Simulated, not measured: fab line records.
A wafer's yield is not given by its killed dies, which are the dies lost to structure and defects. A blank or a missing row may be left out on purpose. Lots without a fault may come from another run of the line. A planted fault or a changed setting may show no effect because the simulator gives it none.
Which tool was responsible? + flow sky130 + 15 lots, 45 wafers sampled, at 1 step of a route of 708

WHAT EACH GAUGE READ, for each wafer
SKY_VIA1_BOW_MEAS_03.
| lot  | measured     | on            | VIA1_BOW (um) |
|------|--------------|---------------|---------------|
| L137 | day 32 16:14 | film metro-02 | 80 86 68      |
| L138 | day 32 22:08 | film metro-02 | 79 84 83      |
| L139 | day 33 08:59 | film metro-02 | 88 102 92     |
| L140 | day 33 21:42 | film metro-03 | 92 81 83      |
| L141 | day 33 23:34 | film metro-01 | 95 83 80      |
| L142 | day 34 12:38 | film metro-03 | 79 77 79      |
| L143 | day 34 23:58 | film metro-03 | 76 73 78      |
| L144 | day 35 03:29 | film metro-01 | 81 82 77      |
| L148 | day 36 07:08 | film metro-01 | 75 74 67      |
| L151 | day 37 14:07 | film metro-03 | 79 85 78      |
| L156 | day 39 04:41 | film metro-03 | 86 80 87      |
| L157 | day 39 07:26 | film metro-01 | 66 80 68      |
| L158 | day 39 13:28 | film metro-01 | 78 80 68      |
| L160 | day 39 21:29 | film metro-02 | 72 79 87      |
| L159 | day 40 00:00 | film metro-02 | 84 77 72      |

EACH LOT AND THE TOOL THAT RAN IT (in order: tool; ch and the chambers of the sampled wafers; start)
No process step before these readings appears in the record.

AS READ BY THE TOOLS THEMSELVES (means over the sampled wafers that have a number; for cases with no such wafer, the mark the record gives instead)
The record holds no such reading with a usual standard deviation.

THE ANSWER, worked out from the rows above alone
Rule: the usual values come from the lots themselves. The widest of any qualifying gaps counts: lots, ordered by their means at a reading, are off when they make up no more than a third of the lots, leave a main group of 4 or more, and stand apart from it by 3 or more times the standard deviation of that group's means. Not used: any main group whose means are identical at the precision the tables above print for the reading. Also off: a lot with no number at a reading for which 4 or more lots have one. Any other lot the step has rows for is counted as sound. The gauges are gone through in route order, then the tools' own readings, and for those a lot's mean is taken as printed above. The first step at which some lot is off is used, and at that step the reading that is off furthest; a lot without a number counts as furthest.
Across all readings shown, no lot is off: no conclusion can be drawn from this.

WHAT THE SIMULATOR HAD INSERTED
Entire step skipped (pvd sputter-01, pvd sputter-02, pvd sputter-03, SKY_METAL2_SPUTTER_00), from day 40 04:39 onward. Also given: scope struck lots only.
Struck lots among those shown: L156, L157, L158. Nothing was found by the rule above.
